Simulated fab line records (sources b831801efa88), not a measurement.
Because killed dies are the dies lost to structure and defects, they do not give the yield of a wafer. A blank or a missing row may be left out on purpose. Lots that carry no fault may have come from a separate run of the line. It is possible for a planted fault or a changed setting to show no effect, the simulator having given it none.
8D (eight disciplines) problem report, filled in by code    flow sky130    the parts of the form that need people (team, actions taken, sign-off) are left out

## 1. THE PROBLEM
Mean RES_XHIGH_TW at SKY_RES_XHIGH_TW_MEAS_09: 1702 over 6 wafers in 2 lots; fault-free wafers: 1648, standard deviation 8.4. Measured from the usual mean, that is +6.4 standard deviations.
Earliest sighting: wafer L739.2 on filmMetro-03 at day 28 14:34. The record has a number at this step for 30 wafers belonging to 10 lots. The rule behind "out" and "out of limits": a value lying over 4 standard deviations away from the usual mean. The other wafers with a number count as sound.

## 2. WHAT IT IS AND WHAT IT IS NOT
question                     is                          is not
which readings at this step  RES_XHIGH_TW                -
which lots                   L739, L741                  L734, L735, L736, L740, L747, L751, L754, L755
which wafers of those lots   all that have a number      -
read on which gauges         filmMetro-01, filmMetro-03  filmMetro-02
when                         from day 28 14:34           up to then (9 sound wafers); but 15 sound wafers of L740, L747, L751, L754, L755 came after

## 3. THE SUSPECTS, EACH WITH WHAT RULES IT OUT
Counting: any tool at a process step up to the reading is kept as a suspect provided that every lot that is out went through it and no sound lot did after the first of them.
- ruled out: the gauge at SKY_RES_XHIGH_TW_MEAS_09. The wafers that are out were read on 2 gauges (filmMetro-01, filmMetro-03).
- plasmaAsher-01 at SKY_LDD_HVP_STRIP_09 (strips in O2/N2): kept. All lots that are out passed through it, beginning with L739 at day 23 17:36, and no sound lot followed; its final sound lot before that point was L736 at day 22 12:36.
- implanter-02 at SKY_RES_XHIGH_IMPLANT_07: ruled out as a lasting fault. The sound lots L751, L754, L755 went through it after L739, its earliest lot that is out (day 28 14:20).
Remaining after the count: plasmaAsher-01 at SKY_LDD_HVP_STRIP_09.

## 4. THE CAUSE (what the simulator had put in)
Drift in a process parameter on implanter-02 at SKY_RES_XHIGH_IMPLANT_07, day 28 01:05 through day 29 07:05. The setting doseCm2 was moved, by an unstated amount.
The count ruled it out by mistake, since the rule takes a fault to strike every lot its tool runs from the start of the fault on, and this one did not do so.

## 5. THE CHAIN OF EFFECTS, in route order
Each row: a reading whose mean over the struck wafers that have a number lies more than 3 standard deviations from the usual. Scope: only readings with a usual standard deviation given in the record; hours: median across lots of the time from each lot's start at the first step in this table that gives one to its start at this step; sigmas: change in usual standard deviations.
hours  step                      reading       usual         on struck wafers  change      sigmas
0      SKY_RES_XHIGH_IMPLANT_07  doseIonsCm2   3.599e+14     3.964e+14         +3.647e+13  +99 or more
0      SKY_RES_XHIGH_TW_MEAS_09  RES_XHIGH_TW  1648          1702              +54         +6.4
29     SKY_SD_N_RS_MEAS_18       RES_XHIGH_RS  333.1 ohm/sq  307.5             -25.6       -26
Its process steps:
- SKY_RES_XHIGH_IMPLANT_07

## 6. WHAT WOULD HAVE CAUGHT IT SOONER
13 hours passed between the start of the fault at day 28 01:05 and the first reading out of limits at a measuring or inspecting step in this record, taken at day 28 14:34.
Tool's own readings at SKY_RES_XHIGH_IMPLANT_07, doseIonsCm2: out on all struck wafers the step has rows for; an alarm limit on them would have tripped on the first.
